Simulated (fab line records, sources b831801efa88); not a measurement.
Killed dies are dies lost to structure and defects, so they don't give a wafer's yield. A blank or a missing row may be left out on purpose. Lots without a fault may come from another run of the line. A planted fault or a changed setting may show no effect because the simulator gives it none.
A struck lot beside a sound one | flow sky130 | 14 steps out of a route of 708
Sound: wafers L803.1, L803.2, L803.4. Struck: wafers L814.1, L814.2, L814.4. The cause comes at the end.
At each step with rows: each side's tool, then ch and its chambers, then its first start. Under that, the readings that differ: sound wafers | struck wafers | difference of the means | sigmas: that difference in standard deviations of wafers without a fault.
alike: readings whose means differ by less than 2 such deviations, and words and numbers that are the same on both sides. not compared: withheld readings, readings that some wafer has no value for, bounds like >300 that may hide the same value, and numbers for which the record gives no deviation and whose values overlap.
The two part at a step that has a row with sigmas, a row that says differs or no value, or rows on one side only. Numbers that don't overlap but have no deviation are shown without sigmas and don't part them. A reading that every wafer of one side lacks parts them only if that side has two wafers or more.

SKY_METAL1_THK_MEAS_06: measures by xrf.
  sound on film_metro-03, day 32 09:53; struck on film_metro-03, day 35 23:03
  alike: METAL1_ALCU_THK
then, 8 steps without rows for these wafers: SKY_METAL1_DEHYDRATE_07 (time 60 s); SKY_METAL1_HMDS_08 (prime time 60 s); SKY_METAL1_COAT_09 (resist thk 60 nm); SKY_METAL1_COAT_10 (resist thk 450 nm); SKY_METAL1_SOFTBAKE_11 (time 90 s); SKY_METAL1_EXPOSE_12 (exposes mask MM1, target cd 140 nm); SKY_METAL1_PEB_13; SKY_METAL1_DEVELOP_14 (develop time 60 s).
SKY_METAL1_CD_MEAS_15: target cd 140 nm.
  sound on cd_sem-01, day 33 12:36; struck on cd_sem-02, day 37 00:49
  alike: cd_nm
SKY_METAL1_OVL_MEAS_16:
  sound on overlay-02, day 33 12:43; struck on overlay-02, day 37 00:56
  alike: METAL1_OVL
SKY_METAL1_DESCUM_17: chemistry O2, time 8 s.
  sound on rie_metal-03 ch 0,1, day 33 12:46; struck on rie_metal-02 ch 0,1, day 37 00:58
  alike: drypump_motor_current_A, oes_product_au
  not compared: rf_hours_counter_h
SKY_METAL1_ETCH_18: etches BARC in N2/H2, stops on SiO2, time 45.9 s, target depth 60 nm.
  sound on rie_metal-03 ch 0,1, day 33 12:47; struck on rie_metal-02 ch 0,1, day 37 00:59
  reading                                       | sound             | struck            | difference | sigmas
  oes_product_au (a.u.)                         | 0.853 0.860 0.855 | 0.958 0.952 0.952 | +0.098     | +20
  run_length_s (s)                              | 74.4 74.1 74.1    | 68.7 68.2 68.8    | -5.6       | -5
  model.KrF-thick_of_METAL1_COAT_10.thk_nm (nm) | 392.2 392.7 394   | 397 395.3 397.1   | +4         |
  alike: drypump_motor_current_A, throttle_valve_pct
  not compared: rf_hours_counter_h
SKY_METAL1_METAL_ETCH_19: etches the open film in Cl2/BCl3, stops on SiO2, target depth 360 nm, time 78 s.
  sound on rie_metal-03 ch 0,1, day 33 12:52; struck on rie_metal-02 ch 0,1, day 37 01:04
  alike: bcl3_flow_sccm, drypump_motor_current_A, oes_product_au, run_length_s, throttle_valve_pct
  not compared: rf_hours_counter_h

WHERE THEY PART
Only at SKY_METAL1_ETCH_18, within this record. Later steps at which nothing parts them and some readings are alike: SKY_METAL1_METAL_ETCH_19.

WHY: what the simulator had put in
Process parameter drift: rie_metal-02, from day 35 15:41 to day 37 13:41, at SKY_METAL1_ETCH_18. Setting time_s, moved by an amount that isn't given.
